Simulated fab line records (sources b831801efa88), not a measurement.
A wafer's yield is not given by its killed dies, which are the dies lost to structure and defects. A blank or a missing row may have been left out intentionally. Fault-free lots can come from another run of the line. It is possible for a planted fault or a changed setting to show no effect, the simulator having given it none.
Struck lot and sound lot, side by side | flow sky130 | 17 out of 708 route steps
Sound: these wafers, L766.1, L766.5, L766.6. Wafers struck: L768.1, L768.2, L768.5. At the end, the cause is stated.
At each step with rows: each side's tool, then ch and its chambers, then its first start. Under that, the readings that differ: sound wafers | struck wafers | difference of the means | sigmas: that difference in standard deviations of wafers without a fault.
alike: same words and numbers on both sides, and readings whose means sit less than 2 such deviations apart. not compared: any withheld reading, any reading some wafer has no value for, any bound like >300 that may hide the same value, and any number with overlapping values for which the record gives no deviation.
Wherever a step has rows on one side only, a row that says differs or no value, or a row with sigmas, the two part there. When numbers do not overlap yet have no deviation, they are printed without sigmas and do not part them. A reading that every wafer of one side lacks parts them only if that side has two wafers or more.

SKY_GATE_OXIDE_TW_MEAS_14:
  sound: film_metro-02 at day 18 02:46; struck: film_metro-01 at day 18 21:40
  reading       | sound             | struck            | difference | sigmas
  GATE_OXIDE_TW | 227.0 226.6 228.1 | 220.1 220.2 219.9 | -7.2       | -3
then, 3 steps without rows for these wafers: SKY_GATE_OXIDE_CLEAN_15 (cleans in SC1/SC2, time 150 s); SKY_GATE_OXIDE_OXIDATION_16 (stabilise 600 s, purge 300 s, target thk 3.57 nm); SKY_POLY_GATE_CVD_00 (deposits poly-Si, target thk 180 nm, time 720 s).
SKY_POLY_GATE_THK_MEAS_01:
  sound: film_metro-01 at day 18 07:06; struck: film_metro-03 at day 19 01:22
  alike: POLY_GATE_CVD_00_THK
then, 7 steps without rows for these wafers: SKY_RES_PROTECT_DEHYDRATE_00 (time 60 s); SKY_RES_PROTECT_HMDS_01 (prime time 60 s); SKY_RES_PROTECT_COAT_02 (resist thk 1140 nm); SKY_RES_PROTECT_SOFTBAKE_03 (time 60 s); SKY_RES_PROTECT_EXPOSE_04 (exposes mask RPM, target cd 1270 nm); SKY_RES_PROTECT_PEB_05; SKY_RES_PROTECT_DEVELOP_06 (develop time 60 s).
SKY_POLY_GATE_IMPLANT_02:
  sound on implanter-02 ch 0, day 19 13:05; struck on implanter-04 ch 0, day 20 08:17
  reading       | sound                         | struck                        | difference | sigmas
  beam_on_s (s) | 29 29 28                      | 10 10 10                      | -19        | -3
  dose_ions_cm2 | 7.703e+15 7.707e+15 7.704e+15 | 2.141e+15 2.156e+15 2.132e+15 | -5.562e+15 | -99 or more
SKY_RES_PROTECT_STRIP_07: strips in O2/N2.
  sound on plasma_asher-04 ch 0,1, day 19 13:14; struck on plasma_asher-04 ch 0,1, day 20 08:26
  reading                      | sound             | struck            | difference | sigmas
  oes_product_au (a.u.)        | 0.526 0.515 0.520 | 0.598 0.598 0.597 | +0.077     | +17
  strip_time_to_endpoint_s (s) | 23.27 23.33 23.30 | 18.47 18.47 18.51 | -4.82      | -99 or more
  alike: drypump_motor_current_A
  not compared: rf_hours_counter_h
SKY_RES_PROTECT_TW_MEAS_08:
  sound: film_metro-01 at day 19 13:20; struck: film_metro-02 at day 20 08:32
  reading      | sound          | struck         | difference | sigmas
  POLY_GATE_TW | 3989 4013 4011 | 3541 3555 3567 | -450       | -11
then, 1 step without rows for these wafers: SKY_RES_PROTECT_CLEAN_09 (cleans in SC1/SC2, time 150 s).
-- record jumps: 29 days separate the struck wafers' starts on either side; left off in module RES_PROTECT, taken up again in module PAD_OPEN, whose first shown step is the route's number 708 --
SKY_PAD_OPEN_PROBE_99:
  sound: prober-01 at day 48 18:56; struck: prober-01 at day 49 04:56
  reading                                   | sound             | struck            | difference | sigmas
  model.etest.licon_poly.rc_ohm             | 155.1 152.2 153.3 | 2182 2168 2105    | +1998      |
  model.etest.res_poly.line_ohm_um          | 504.2 497.4 509.3 | 2122 2199 2135    | +1648      |
  model.etest.res_poly.rs_ohm_sq            | 49.1 48.73 48.5   | 203.9 200 201.5   | +153.0     |
  model.etest.nfet_01v8.r_on_ohm_um         | 845 829.6 816.7   | 884 868 890.8     | +50        |
  model.etest.nfet_01v8_swapped.drive_ua_um | 492.8 509 509.6   | 464.4 478.2 461.4 | -35.8      |
  model.etest.nfet_01v8_turned.drive_ua_um  | 493.8 508.6 512.6 | 458.4 472.3 460.6 | -41.2      |
  model.etest.nfet_01v8.drive_ua_um         | 491.4 511 511.8   | 459.8 476 460.2   | -39.4      |
  model.etest.nfet_01v8_lvt.drive_ua_um     | 566.6 579.2 582.8 | 532.3 546.1 532.6 | -39.2      |
  alike: killed_at_M0_to_M3, killed_at_M4_up, killed_at_contacts, killed_at_front_end, killed_at_other, killed_dies, killed_open, killed_short

## WHERE THEY PART
At SKY_GATE_OXIDE_TW_MEAS_14 first; at SKY_RES_PROTECT_TW_MEAS_08 last (within this record only). Later steps at which nothing parts them and some readings are alike: SKY_PAD_OPEN_PROBE_99.

WHY: whatever the simulator had introduced
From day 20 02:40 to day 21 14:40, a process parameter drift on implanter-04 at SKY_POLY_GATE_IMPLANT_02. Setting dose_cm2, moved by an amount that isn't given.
